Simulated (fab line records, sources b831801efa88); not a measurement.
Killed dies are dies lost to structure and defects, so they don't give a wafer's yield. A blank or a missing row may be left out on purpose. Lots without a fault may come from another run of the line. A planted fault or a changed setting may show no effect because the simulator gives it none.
fab line records | flow sky130
record lots=14 wafers=42 last_day=50
route steps=708 shown VT_ADJUST_PCH@153 LDD_N@244 LDD_LDN@293 SD_P@328
lots that met no fault: from a run of the same line without faults
start_h: hours from the record's first day to the start of the lot's first wafer shown | wait_h: hours since the lot's step before | " the same as in the row above | L1.1+2: a row that stands for several wafers | - no value, or no start given | * or withheld: withheld | < > ~ a bound
route shown NAME@n: a module of which the file shows steps, and the number in the route of the first | usual: mean/standard deviation of fault-free wafers | same: alike in all rows | chamber/n: place in a boat | sites: the reading at each site | _std_site: their standard deviation | _edge_site: outer sites' mean less inner sites' | radius_mm: how far each site lies from the wafer's centre | mask NAME#n: copy n | behind: the tool/chamber that last shaped the wafer | hold: why the lot was held/for how many hours/how that ended | device: the transistor (n, p or np) that didn't switch | end of line: the same wafers' tests at the end of the route | a step without rows: its recipe alone | killed: dies lost to structure and defects at the first sort, not the wafer's yield | map: a wafer's dies, x killed, . not, _ none there
set.NAME: the setting as run; set.NAME@STEP: as run at that earlier step | model.NAME: the simulator's own value behind a step, which no gauge read
steps of the route over a sample of lots; a table a step, a row a wafer
services: from which hour (start_h, from the record's first day; less than 0 if before it) a tool's chamber was out of use, for how many hours, and why
## steps
# step SKY_VT_ADJUST_PCH_TW_MEAS_10
# usual VT_ADJUST_PCH_TW=144.3/1.6
# columns lot.wafer tool chamber start_h wait_h VT_ADJUST_PCH_TW
L677.1 film_metro-03 - 225.71 0.1 143.4
L677.3 " - " " 143.7
L677.4 " - " " 143.6
L678.4 film_metro-04 - 226.49 0.1 147.1
L678.5 " - " " 146.5
L678.6 " - " " 147.5
L680.1 film_metro-04 - 243.80 0.1 146.1
L680.3 " - " " 146.1
L680.4 " - " " 146.0
L683.1 film_metro-03 - 270.38 0.1 144.0
L683.3 " - " " 144.5
L683.6 " - " " 144.3
L684.3 film_metro-02 - 282.13 0.1 142.0
L684.4 " - " " 142.3
L684.6 " - " " 142.2
L686.1 film_metro-03 - 296.95 0.1 143.9
L686.2 " - " " 144.0
L686.4 " - " " 144.0
L691.2 film_metro-02 - 338.22 0.1 141.8
L691.4 " - " " 142.6
L691.6 " - " " 141.3
L692.2 film_metro-04 - 340.89 0.1 146.1
L692.3 " - " " 145.4
L692.5 " - " " 146.4
L694.1 film_metro-03 - 356.83 0.1 143.7
L694.3 " - " " 143.2
L694.6 " - " " 144.4
L695.1 film_metro-04 - 364.78 0.1 145.6
L695.3 " - " " 145.1
L695.5 " - " " 145.0
L697.1 film_metro-04 - 381.23 0.1 145.0
L697.4 " - " " 145.7
L697.6 " - " " 145.5
L698.2 film_metro-03 - 389.59 0.1 144.5
L698.5 " - " " 143.2
L698.6 " - " " 144.0
L700.2 film_metro-02 - 405.91 0.1 142.7
L700.4 " - " " 143.2
L700.5 " - " " 142.6
L699.1 film_metro-03 - 407.26 0.1 143.5
L699.3 " - " " 143.5
L699.4 " - " " 143.2
# step SKY_LDD_N_OVL_MEAS_07
# usual LDD_N_OVL=-1.2/1.2
# columns lot.wafer tool chamber start_h wait_h LDD_N_OVL[nm]
L677.1 overlay-02 - 402.77 0.1 0.6
L677.3 " - " " -1.9
L677.4 " - " " -0.7
L678.4 overlay-01 - 403.26 0.1 -3.5
L678.5 " - " " -2.4
L678.6 " - " " -4.5
L680.1 overlay-01 - 421.01 0.1 -0.5
L680.3 " - " " -0.2
L680.4 " - " " 0.0
L683.1 overlay-02 - 454.59 0.1 -1.4
L683.3 " - " " -0.2
L683.6 " - " " 0.3
L684.3 overlay-01 - 470.60 0.1 -1.8
L684.4 " - " " -1.3
L684.6 " - " " -2.8
L686.1 overlay-02 - 486.41 0.1 -1.0
L686.2 " - " " -0.6
L686.4 " - " " -2.4
L691.2 overlay-02 - 532.05 0.1 -1.3
L691.4 " - " " -2.0
L691.6 " - " " -0.1
L692.2 overlay-01 - 535.20 0.1 -1.6
L692.3 " - " " -0.5
L692.5 " - " " -2.2
L694.1 overlay-02 - 553.64 0.1 0.0
L694.3 " - " " -2.9
L694.6 " - " " -2.9
L695.1 overlay-01 - 561.64 0.1 -0.8
L695.3 " - " " -1.1
L695.5 " - " " -2.0
L697.1 overlay-01 - 576.14 0.1 0.2
L697.4 " - " " -1.5
L697.6 " - " " -2.2
L698.2 overlay-02 - 586.55 0.1 -2.1
L698.5 " - " " -3.5
L698.6 " - " " -2.8
L699.1 overlay-02 - 617.89 0.1 0.1
L699.3 " - " " -0.3
L699.4 " - " " -3.0
L700.2 overlay-01 - 618.17 0.1 1.8
L700.4 " - " " 0.3
L700.5 " - " " -1.0
# step SKY_LDD_LDN_EXPOSE_04
# recipe mask_id=LDNTM na=0.6 source_shape=conventional sigma_outer=0.6 polarization=unpolarized target_cd_nm=700 dose_mj=137.7
# usual exposure_dose_mJ_cm2=137.68/0.13 focus_offset_nm=0.0/0.55
# columns lot.wafer tool chamber start_h wait_h mask exposure_dose_mJ_cm2 focus_offset_nm
L677.1 iline_stepper-02 0 510.79 - LDNTM#0 137.77 -0.3
L677.3 " 0 " " LDNTM#0 137.59 0.2
L677.4 " 0 " " LDNTM#0 137.65 -0.3
L678.4 iline_stepper-02 0 511.42 - LDNTM#0 137.54 -0.8
L678.5 " 0 " " LDNTM#0 137.71 -0.7
L678.6 " 0 " " LDNTM#0 137.89 -1.1
L680.1 iline_stepper-02 0 527.70 - LDNTM#0 137.81 0.1
L680.3 " 0 " " LDNTM#0 137.79 0.0
L680.4 " 0 " " LDNTM#0 137.72 0.6
L683.1 iline_stepper-02 0 560.87 - LDNTM#0 137.72 -0.5
L683.3 " 0 " " LDNTM#0 137.77 -0.4
L683.6 " 0 " " LDNTM#0 137.42 -0.3
L684.3 iline_stepper-02 0 576.78 - LDNTM#0 137.54 0.4
L684.4 " 0 " " LDNTM#0 137.43 0.8
L684.6 " 0 " " LDNTM#0 137.50 0.3
L686.1 iline_stepper-01 0 592.12 - LDNTM#0 137.65 0.6
L686.2 " 0 " " LDNTM#0 137.73 -0.1
L686.4 " 0 " " LDNTM#0 137.69 0.4
L691.2 iline_stepper-02 - 635.82 - LDNTM#0 - -
L691.4 " - " " LDNTM#0 - -
L691.6 " - " " LDNTM#0 - -
L692.2 iline_stepper-02 - 649.49 - LDNTM#0 - -
L692.3 " - " " LDNTM#0 - -
L692.5 " - " " LDNTM#0 - -
L694.1 iline_stepper-02 0 656.01 - LDNTM#0 137.64 0.4
L694.3 " 0 " " LDNTM#0 137.57 0.1
L694.6 " 0 " " LDNTM#0 137.73 0.4
L695.1 iline_stepper-01 0 665.12 - LDNTM#0 137.82 0.5
L695.3 " 0 " " LDNTM#0 137.81 -0.2
L695.5 " 0 " " LDNTM#0 137.85 0.0
L697.1 iline_stepper-02 0 678.34 - LDNTM#0 137.59 -0.5
L697.4 " 0 " " LDNTM#0 137.67 -0.2
L697.6 " 0 " " LDNTM#0 137.66 -0.8
L698.2 iline_stepper-01 0 688.70 - LDNTM#0 137.53 0.5
L698.5 " 0 " " LDNTM#0 137.52 0.2
L698.6 " 0 " " LDNTM#0 137.74 0.2
L699.1 iline_stepper-01 0 718.57 - LDNTM#0 137.77 -0.2
L699.3 " 0 " " LDNTM#0 137.92 0.0
L699.4 " 0 " " LDNTM#0 137.78 0.4
L700.2 iline_stepper-02 0 719.05 - LDNTM#0 137.72 0.4
L700.4 " 0 " " LDNTM#0 137.59 0.1
L700.5 " 0 " " LDNTM#0 137.62 0.8
# step SKY_SD_P_OVL_MEAS_08
# usual SD_P_OVL=0.3/1.6
# columns lot.wafer tool chamber start_h wait_h SD_P_OVL[nm]
L677.1 overlay-01 - 586.04 0.1 0.9
L677.3 " - " " 0.9
L677.4 " - " " 1.5
L678.4 overlay-02 - 587.68 0.1 -2.2
L678.5 " - " " -0.7
L678.6 " - " " -3.8
L680.1 overlay-02 - 616.44 0.1 3.7
L680.3 " - " " 0.7
L680.4 " - " " 2.2
L683.1 overlay-01 - 637.61 0.1 -3.0
L683.3 " - " " -0.6
L683.6 " - " " -0.7
L684.3 overlay-02 - 651.55 0.1 0.6
L684.4 " - " " 1.6
L684.6 " - " " 2.5
L686.1 overlay-01 - 667.81 0.1 0.6
L686.2 " - " " 1.2
L686.4 " - " " 4.0
L691.2 overlay-01 - 711.29 0.1 0.2
L691.4 " - " " -1.6
L691.6 " - " " -0.9
L692.2 overlay-02 - 724.89 0.1 0.3
L692.3 " - " " -0.5
L692.5 " - " " -0.6
L694.1 overlay-02 - 731.91 0.1 -0.6
L694.3 " - " " 0.5
L694.6 " - " " 0.9
L695.1 overlay-02 - 738.11 0.1 1.1
L695.3 " - " " 2.4
L695.5 " - " " 1.8
L697.1 overlay-01 - 751.28 0.1 -1.0
L697.4 " - " " -1.5
L697.6 " - " " -1.0
L698.2 overlay-01 - 760.27 0.1 2.3
L698.5 " - " " -1.7
L698.6 " - " " 0.1
L699.1 overlay-01 - 789.39 0.1 2.2
L699.3 " - " " 1.4
L699.4 " - " " 2.0
L700.2 overlay-01 - 789.69 0.1 -0.5
L700.4 " - " " 0.4
L700.5 " - " " -0.5
## services
# columns tool chamber start_h hours kind
iline_stepper-02 0 504.92 - calibration
iline_stepper-01 - 506.66 1.7 pm
iline_stepper-01 - 640.29 6.8 repair
iline_stepper-01 - 645.87 3.5 repair
iline_stepper-01 0 664.99 - calibration
iline_stepper-02 - 681.64 2.1 pm
iline_stepper-02 - 683.72 - consumable_replace:lamp
iline_stepper-02 - 684.71 5.9 repair
iline_stepper-02 0 718.13 - calibration
## key
first_sign step=SKY_LDD_LDN_EXPOSE_04 reading=tool_record direction=missing
effect none on later readings
met_at SKY_LDD_LDN_EXPOSE_04
struck_lots L691,L692
sort_left_out L691.2,L691.4,L691.6,L692.2,L692.3,L692.5
tester_left_out L691,L692
not_acting_at SKY_VT_ADJUST_PCH_TW_MEAS_10,SKY_LDD_N_OVL_MEAS_07,SKY_SD_P_OVL_MEAS_08
onset_between 576.78 635.82
fault kind=skipped_step_whole tool=iline_stepper-02 chamber=- onset_h=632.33 steps=SKY_LDD_LDN_EXPOSE_04 scope=struck_lots_only
# tester_left_out: of these lots the tester's yield and bins aren't shown, on N5 and GAA mostly nor the transistor test; their killed dies are dies lost to structure and defects alone, not to doping, threshold or leakage, so they don't give the yield
# sort_left_out: the simulated sort isn't trusted on such a fault, so these wafers' sort isn't shown, and their yield isn't known
